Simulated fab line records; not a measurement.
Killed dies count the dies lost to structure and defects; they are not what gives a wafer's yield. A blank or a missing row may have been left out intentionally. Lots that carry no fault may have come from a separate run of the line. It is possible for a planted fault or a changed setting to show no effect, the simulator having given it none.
fab line records ; flow sky130
record lots=12; wafers=36; last-day=50
route steps=708 shown NWELL@81 SONOS_ONO@170 POLY_GATE@235 LDD_P@262
lots that met no fault: taken from a fault-free run of the same line
start-h: start of the lot's first displayed wafer, in hours after the record's first day ; wait-h: hours elapsed since this lot's preceding step ; " identical to the entry in the row above ; L1.1+2: several wafers, shown together as one row ; - no value, or no start given ; * or withheld: withheld ; < > ~ a bound
route shown NAME@n: a module of which the file shows steps, and the number in the route of the first ; usual: mean/standard deviation of fault-free wafers ; same: alike in all rows ; chamber/n: place in a boat ; sites: each site's reading ; _std_site: how widely they spread, as a standard deviation ; _edge_site: outer sites' mean less inner sites' ; radius-mm: for every site, how far away it sits from the centre of the wafer ; mask NAME#n: copy n ; behind: the most recent tool/chamber to have shaped the wafer ; hold: cause of the lot's hold/its duration in hours/its outcome ; device: the transistor (n, p or np) that didn't switch ; end of line: the same wafers' tests at the end of the route ; a step without rows: its recipe alone ; killed: at the first sort, the dies lost to defects and structure; wafer yield is something else ; map: the dies of a wafer, with x for killed, . for not killed, _ for no die there
set.NAME: setting as actually run; set.NAME@STEP: the setting as run at that earlier step ; model.NAME: the simulator's own value behind a step, which no gauge read
steps of the route over a sample of lots; a table a step, a row a wafer
services: the hour from which a tool's chamber was out of use, counted from the record's first day as start-h (under 0 if before that day), plus the number of hours and why
## steps
# step SKY_NWELL_RTA_28
# recipe temp-c=1050; time-s=30; idle-temp-c=650; ramp-up-c-per-s=150; ramp-down-c-per-s=90; ambient=N2
# usual lamp-power-pct=25.30/0.056; wafer_temp_C_max=1055.0/0.99
lot.wafer;tool;chamber;start-h;wait-h;lamp-power-pct;wafer_temp_C_max
L453.1;rtp-anneal-01;0;100.81;0.0;25.30;1054.7
L453.2;rtp-anneal-01;0;100.81;0.0;25.28;1055.8
L453.6;rtp-anneal-01;0;100.81;0.0;25.31;1056.3
L454.2;rtp-anneal-02;0;108.68;0.0;25.27;1053.7
L454.3;rtp-anneal-02;0;108.68;0.0;25.38;1056.3
L454.4;rtp-anneal-02;0;108.68;0.0;25.17;1054.4
L460.1;rtp-anneal-01;0;149.63;0.0;25.30;1055.3
L460.2;rtp-anneal-01;0;149.63;0.0;25.30;1055.3
L460.3;rtp-anneal-01;0;149.63;0.0;25.33;1054.0
L461.1;rtp-anneal-02;0;154.47;0.0;25.25;1055.9
L461.2;rtp-anneal-02;0;154.47;0.0;25.23;1055.5
L461.3;rtp-anneal-02;0;154.47;0.0;25.31;1053.9
L462.1;rtp-anneal-01;0;157.86;0.0;25.31;1055.3
L462.4;rtp-anneal-01;0;157.86;0.0;25.29;1057.2
L462.6;rtp-anneal-01;0;157.86;0.0;25.32;1054.5
L469.2;rtp-anneal-02;0;205.24;0.0;25.31;1054.8
L469.5;rtp-anneal-02;0;205.24;0.0;25.45;1054.4
L469.6;rtp-anneal-02;0;205.24;0.0;25.33;1054.4
L470.1;rtp-anneal-01;0;205.58;0.0;25.31;1053.9
L470.4;rtp-anneal-01;0;205.58;0.0;25.31;1055.4
L470.5;rtp-anneal-01;0;205.58;0.0;25.34;1055.1
L471.1;rtp-anneal-02;0;211.87;0.0;25.21;1054.7
L471.5;rtp-anneal-02;0;211.87;0.0;25.30;1057.2
L471.6;rtp-anneal-02;0;211.87;0.0;25.26;1053.6
L472.2;rtp-anneal-01;0;217.55;0.0;25.39;1054.7
L472.3;rtp-anneal-01;0;217.55;0.0;25.33;1054.5
L472.5;rtp-anneal-01;0;217.55;0.0;25.34;1054.2
L473.3;rtp-anneal-02;0;224.27;0.0;25.28;1055.1
L473.5;rtp-anneal-02;0;224.27;0.0;25.23;1053.9
L473.6;rtp-anneal-02;0;224.27;0.0;25.30;1053.5
L475.1;rtp-anneal-01;0;244.28;0.0;25.25;1054.4
L475.3;rtp-anneal-01;0;244.28;0.0;25.31;1056.0
L475.5;rtp-anneal-01;0;244.28;0.0;25.36;1055.1
L476.2;rtp-anneal-01;0;252.70;0.0;25.28;1056.9
L476.3;rtp-anneal-01;0;252.70;0.0;25.27;1055.3
L476.5;rtp-anneal-01;0;252.70;0.0;25.31;1054.2
# step SKY_SONOS_ONO_CVD_02
# recipe material=Si3N4; precursor=DCS/NH3; target-thk-nm=10.5; temp-c=770; time-s=180; pressure-mtorr=250
# usual pressure-mtorr=250.0/0.4; spike-tc-centre-C=771.1/1.1; zone-power-centre-pct=15.5/0.57; zone-power-lower-pct=10.91/0.22; zone-power-upper-pct=12.21/0.12
lot.wafer;tool;chamber;start-h;wait-h;pressure-mtorr;spike-tc-centre-C;zone-power-centre-pct;zone-power-lower-pct;zone-power-upper-pct
L453.1;lpcvd-02;0;246.48;0.1;250.2;771.7;15.9;10.62;12.12
L453.2;lpcvd-02;0;246.48;0.1;249.8;773.2;16.0;10.67;12.13
L453.6;lpcvd-02;0;246.48;0.1;250.3;772.8;16.1;10.79;12.25
L454.2;lpcvd-02;0;262.34;1.8;249.7;770.7;15.9;10.77;12.14
L454.3;lpcvd-02;0;262.34;1.8;249.9;773.7;16.0;10.66;12.16
L454.4;lpcvd-02;0;262.34;1.8;250.2;772.3;15.6;10.84;12.18
L460.1;lpcvd-02;1;314.66;1.1;250.8;786.5;20.0;9.04;10.04
L460.2;lpcvd-02;1;314.66;1.1;250.1;787.6;19.9;9.18;10.00
L460.3;lpcvd-02;1;314.66;1.1;249.8;787.0;19.6;9.28;10.16
L461.1;lpcvd-02;1;319.47;0.1;250.2;786.8;20.3;9.15;10.14
L461.2;lpcvd-02;1;319.47;0.1;250.3;787.8;19.8;9.06;10.13
L461.3;lpcvd-02;1;319.47;0.1;250.1;786.0;19.8;9.12;9.97
L462.1;lpcvd-02;1;322.24;0.1;249.7;788.3;19.9;9.22;9.99
L462.4;lpcvd-02;1;322.24;0.1;250.0;787.4;20.2;9.27;10.01
L462.6;lpcvd-02;1;322.24;0.1;250.0;786.7;19.9;9.06;10.04
L469.2;lpcvd-02;0;386.61;1.8;249.5;770.6;16.2;10.60;12.19
L469.5;lpcvd-02;0;386.61;1.8;250.2;771.5;16.2;10.58;12.00
L469.6;lpcvd-02;0;386.61;1.8;250.1;772.2;16.0;10.83;12.15
L470.1;lpcvd-02;1;386.61;1.8;249.9;770.8;15.0;11.26;12.04
L470.4;lpcvd-02;1;386.61;1.8;249.8;770.9;14.9;11.05;12.10
L470.5;lpcvd-02;1;386.61;1.8;249.3;772.1;15.2;11.27;12.24
L471.1;lpcvd-02;1;395.25;1.7;250.5;771.2;14.9;11.24;12.40
L471.5;lpcvd-02;1;395.25;1.7;249.9;770.4;15.3;10.98;12.17
L471.6;lpcvd-02;1;395.25;1.7;250.0;770.3;15.2;11.10;12.35
L472.2;lpcvd-02;0;401.11;0.0;249.8;771.2;16.1;10.53;12.08
L472.3;lpcvd-02;0;401.11;0.0;250.0;771.2;15.9;10.68;12.29
L472.5;lpcvd-02;0;401.11;0.0;249.7;771.3;15.8;10.73;12.23
L473.3;lpcvd-02;0;409.29;0.0;249.2;773.0;16.0;10.87;12.39
L473.5;lpcvd-02;0;409.29;0.0;250.3;769.6;16.1;10.73;12.13
L473.6;lpcvd-02;0;409.29;0.0;249.6;771.9;16.2;10.60;12.11
L475.1;lpcvd-02;0;435.42;0.1;249.9;771.4;16.0;10.76;12.17
L475.3;lpcvd-02;0;435.42;0.1;249.3;772.9;16.0;10.76;12.15
L475.5;lpcvd-02;0;435.42;0.1;250.2;772.0;16.1;10.66;12.24
L476.2;lpcvd-02;0;444.23;1.1;250.1;770.3;15.9;10.68;12.05
L476.3;lpcvd-02;0;444.23;1.1;251.0;771.8;16.1;10.72;12.24
L476.5;lpcvd-02;0;444.23;1.1;250.3;772.0;16.0;10.68;12.09
# step SKY_SONOS_ONO_THK_MEAS_03
# recipe reads=Si3N4_of_SONOS_ONO_CVD_02
# usual SONOS_ONO_CVD_02_THK=10.53/0.13
lot.wafer;tool;chamber;start-h;wait-h;SONOS_ONO_CVD_02_THK[nm]
L453.1;film-metro-02;-;247.53;0.0;10.63
L453.2;film-metro-02;-;247.53;0.0;10.63
L453.6;film-metro-02;-;247.53;0.0;10.77
L454.2;film-metro-02;-;263.40;0.0;10.68
L454.3;film-metro-02;-;263.40;0.0;10.71
L454.4;film-metro-02;-;263.40;0.0;10.71
L460.1;film-metro-01;-;315.71;0.0;11.71
L460.2;film-metro-01;-;315.71;0.0;11.49
L460.3;film-metro-01;-;315.71;0.0;11.08
L461.1;film-metro-01;-;320.52;0.0;11.57
L461.2;film-metro-01;-;320.52;0.0;11.21
L461.3;film-metro-01;-;320.52;0.0;11.08
L462.1;film-metro-02;-;323.29;0.0;11.70
L462.4;film-metro-02;-;323.29;0.0;10.89
L462.6;film-metro-02;-;323.29;0.0;10.82
L470.1;film-metro-03;-;387.66;0.0;10.67
L470.4;film-metro-03;-;387.66;0.0;10.66
L470.5;film-metro-03;-;387.66;0.0;10.64
L469.2;film-metro-02;-;387.67;0.0;10.72
L469.5;film-metro-02;-;387.67;0.0;10.64
L469.6;film-metro-02;-;387.67;0.0;10.52
L471.1;film-metro-02;-;396.30;0.0;10.62
L471.5;film-metro-02;-;396.30;0.0;10.69
L471.6;film-metro-02;-;396.30;0.0;10.56
L472.2;film-metro-01;-;402.17;0.0;10.57
L472.3;film-metro-01;-;402.17;0.0;10.61
L472.5;film-metro-01;-;402.17;0.0;10.60
L473.3;film-metro-01;-;410.36;0.0;10.55
L473.5;film-metro-01;-;410.36;0.0;10.47
L473.6;film-metro-01;-;410.36;0.0;10.46
L475.1;film-metro-03;-;436.47;0.0;10.48
L475.3;film-metro-03;-;436.47;0.0;10.40
L475.5;film-metro-03;-;436.47;0.0;10.31
L476.2;film-metro-01;-;445.29;0.0;10.46
L476.3;film-metro-01;-;445.29;0.0;10.42
L476.5;film-metro-01;-;445.29;0.0;10.50
# step SKY_POLY_GATE_THK_MEAS_21
# recipe reads=SiO2_of_POLY_GATE_OXIDATION_20
# usual POLY_GATE_OXIDATION_THK=4.03/0.068
lot.wafer;tool;chamber;start-h;wait-h;POLY_GATE_OXIDATION_THK[nm]
L453.1;film-metro-04;-;367.34;0.0;4.07
L453.2;film-metro-04;-;367.34;0.0;4.01
L453.6;film-metro-04;-;367.34;0.0;3.98
L454.2;film-metro-04;-;381.14;0.0;3.89
L454.3;film-metro-04;-;381.14;0.0;3.97
L454.4;film-metro-04;-;381.14;0.0;4.01
L460.1;film-metro-03;-;438.29;0.0;4.07
L460.2;film-metro-03;-;438.29;0.0;4.10
L460.3;film-metro-03;-;438.29;0.0;4.05
L461.1;film-metro-04;-;445.64;0.0;3.95
L461.2;film-metro-04;-;445.64;0.0;4.01
L461.3;film-metro-04;-;445.64;0.0;3.96
L462.1;film-metro-01;-;448.22;0.0;3.95
L462.4;film-metro-01;-;448.22;0.0;3.99
L462.6;film-metro-01;-;448.22;0.0;3.99
L469.2;film-metro-04;-;517.47;0.0;3.82
L469.5;film-metro-04;-;517.47;0.0;3.94
L469.6;film-metro-04;-;517.47;0.0;3.92
L470.1;film-metro-01;-;518.22;0.0;4.04
L470.4;film-metro-01;-;518.22;0.0;4.07
L470.5;film-metro-01;-;518.22;0.0;4.09
L471.1;film-metro-01;-;530.39;0.0;4.11
L471.5;film-metro-01;-;530.39;0.0;4.03
L471.6;film-metro-01;-;530.39;0.0;4.08
L472.2;film-metro-01;-;535.29;0.0;3.98
L472.3;film-metro-01;-;535.29;0.0;3.95
L472.5;film-metro-01;-;535.29;0.0;3.98
L473.3;film-metro-04;-;544.54;0.0;4.08
L473.5;film-metro-04;-;544.54;0.0;4.06
L473.6;film-metro-04;-;544.54;0.0;4.10
L475.1;film-metro-04;-;570.11;0.0;4.04
L475.3;film-metro-04;-;570.11;0.0;4.06
L475.5;film-metro-04;-;570.11;0.0;4.15
L476.2;film-metro-04;-;580.15;0.0;4.01
L476.3;film-metro-04;-;580.15;0.0;4.12
L476.5;film-metro-04;-;580.15;0.0;4.05
# step SKY_LDD_P_CD_MEAS_07
# recipe target-cd-nm=380
# usual cd-nm=379.5/2.6
lot.wafer;tool;chamber;start-h;wait-h;cd-nm
L453.1;cd-sem-01;-;426.92;0.1;374.7
L453.2;cd-sem-01;-;426.92;0.1;377.7
L453.6;cd-sem-01;-;426.92;0.1;378.0
L454.2;cd-sem-01;-;441.40;0.1;374.3
L454.3;cd-sem-01;-;441.40;0.1;376.3
L454.4;cd-sem-01;-;441.40;0.1;375.7
L460.1;cd-sem-02;-;500.11;0.1;376.9
L460.2;cd-sem-02;-;500.11;0.1;376.5
L460.3;cd-sem-02;-;500.11;0.1;378.6
L461.1;cd-sem-02;-;507.32;0.1;381.9
L461.2;cd-sem-02;-;507.32;0.1;380.8
L461.3;cd-sem-02;-;507.32;0.1;382.4
L462.1;cd-sem-02;-;509.88;0.1;376.6
L462.4;cd-sem-02;-;509.88;0.1;375.6
L462.6;cd-sem-02;-;509.88;0.1;376.4
L469.2;cd-sem-01;-;578.63;0.1;381.5
L469.5;cd-sem-01;-;578.63;0.1;382.4
L469.6;cd-sem-01;-;578.63;0.1;382.7
L470.1;cd-sem-02;-;580.22;0.1;376.9
L470.4;cd-sem-02;-;580.22;0.1;377.4
L470.5;cd-sem-02;-;580.22;0.1;379.1
L471.1;cd-sem-02;-;592.21;0.1;377.4
L471.5;cd-sem-02;-;592.21;0.1;381.1
L471.6;cd-sem-02;-;592.21;0.1;377.8
L472.2;cd-sem-01;-;596.29;0.1;377.1
L472.3;cd-sem-01;-;596.29;0.1;377.2
L472.5;cd-sem-01;-;596.29;0.1;376.5
L473.3;cd-sem-01;-;605.60;0.1;377.9
L473.5;cd-sem-01;-;605.60;0.1;376.9
L473.6;cd-sem-01;-;605.60;0.1;379.0
L475.1;cd-sem-02;-;630.83;0.1;375.6
L475.3;cd-sem-02;-;630.83;0.1;375.6
L475.5;cd-sem-02;-;630.83;0.1;378.3
L476.2;cd-sem-01;-;639.58;0.1;382.2
L476.3;cd-sem-01;-;639.58;0.1;380.4
L476.5;cd-sem-01;-;639.58;0.1;380.2
## services
tool;chamber;start-h;hours;kind
rtp-anneal-02;-;98.98;5.1;repair
lpcvd-02;-;349.00;0.6;repair
## key
first-sign step=SKY_SONOS_ONO_CVD_02; reading=zone-power-upper-pct; direction=down; sigmas=18; usual=12.21; struck=10.05
effect step=SKY_SONOS_ONO_CVD_02; reading=spike-tc-centre-C; direction=up; sigmas=15; usual=771.1; struck=787.1
effect step=SKY_SONOS_ONO_THK_MEAS_03; reading=SONOS_ONO_CVD_02_THK; direction=up; sigmas=5.8; usual=10.53; struck=11.28; wafers-moved=8
met-at SKY_SONOS_ONO_CVD_02
struck-lots L460,L461,L462
struck-wafers L460.1,L460.2,L460.3,L461.1,L461.2,L461.3,L462.1,L462.4,L462.6
tester-left-out L460,L461,L462
not-acting-at SKY_NWELL_RTA_28,SKY_POLY_GATE_THK_MEAS_21,SKY_LDD_P_CD_MEAS_07
fault kind=process-parameter-drift; tool=lpcvd-02; chamber=1; onset-h=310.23; steps=SKY_SONOS_ONO_CVD_02; channel=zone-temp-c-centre; offset=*; shape=step; end-h=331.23
# tester-left-out: of these lots the tester's yield and bins aren't shown, on N5 and GAA mostly nor the transistor test; their killed dies are dies lost to structure and defects alone, not to doping, threshold or leakage, so they don't give the yield
